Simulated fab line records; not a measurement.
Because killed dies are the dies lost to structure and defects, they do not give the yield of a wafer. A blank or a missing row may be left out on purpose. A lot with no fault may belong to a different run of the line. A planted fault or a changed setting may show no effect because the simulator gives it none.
Which tool was responsible? + flow gf180mcu + 6 lots with 18 wafers sampled at 4 steps, on a route of 602 steps

WHAT EACH GAUGE READ, for each wafer
GF_V4_BOW_MEAS_05.
| lot  | measured     | on            | V4_BOW (um) |
|------|--------------|---------------|-------------|
| L827 | day 24 18:37 | film-metro-02 | 140 140 162 |
| L829 | day 25 13:29 | film-metro-03 | 140 147 139 |
| L833 | day 26 13:34 | film-metro-02 | 131 138 140 |
| L836 | day 27 13:28 | film-metro-03 | 120 131 130 |
| L838 | day 28 09:56 | film-metro-02 | 117 136 137 |
| L842 | day 29 09:23 | film-metro-02 | 145 148 141 |

WHAT TOOL EACH LOT RAN ON (gives the tool, then ch and the chambers of the sampled wafers, and finally the start)
| lot  | GF_V3_ETCH_16                      | GF_V3_SPUTTER_22             | GF_V4_CMP_04                  |
|------|------------------------------------|------------------------------|-------------------------------|
| L827 | rie-diel-02 ch 0,1,3, day 23 17:05 | pvd-sputter-03, day 23 17:49 | cmp-02 ch 0,2,3, day 24 18:19 |
| L829 | rie-diel-01 ch 0,2, day 24 12:09   | pvd-sputter-02, day 24 12:55 | cmp-02 ch 1,2, day 25 13:12   |
| L833 | rie-diel-01 ch 0,1,3, day 25 13:51 | pvd-sputter-04, day 25 14:34 | cmp-01 ch 0,1,3, day 26 13:16 |
| L836 | rie-diel-01 ch 1,2, day 26 13:54   | pvd-sputter-02, day 26 14:58 | cmp-02 ch 0,1,3, day 27 13:10 |
| L838 | rie-diel-03 ch 0,1,2, day 27 11:14 | pvd-sputter-02, day 27 11:58 | cmp-01 ch 1,2,3, day 28 09:41 |
| L842 | rie-diel-03 ch 0,3, day 28 11:20   | pvd-sputter-04, day 28 12:13 | cmp-02 ch 0,3, day 29 09:04   |
- GF_V3_ETCH_16: etches BARC in N2/H2.
- GF_V3_SPUTTER_22: material TiN, target thk 10 nm, time 40 s.
- GF_V4_CMP_04: polishes SiO2.

THE ANSWER, worked out from the rows above alone
Rule: the lots themselves supply what counts as usual. The widest of any qualifying gaps counts: lots, ordered by their means at a reading, are off when they make up no more than a third of the lots, leave a main group of 4 or more, and stand apart from it by 3 or more times the standard deviation of that group's means. A main group whose means are all the same, to the digits that the tables above print for the reading, isn't used. A lot without any number at a reading at which 4 lots or more have one is off too. Where the step has rows for the other lots, those lots are counted as sound.
Across all readings shown, no lot is off: no conclusion can be drawn from this.

WHAT THE SIMULATOR HAD INSERTED
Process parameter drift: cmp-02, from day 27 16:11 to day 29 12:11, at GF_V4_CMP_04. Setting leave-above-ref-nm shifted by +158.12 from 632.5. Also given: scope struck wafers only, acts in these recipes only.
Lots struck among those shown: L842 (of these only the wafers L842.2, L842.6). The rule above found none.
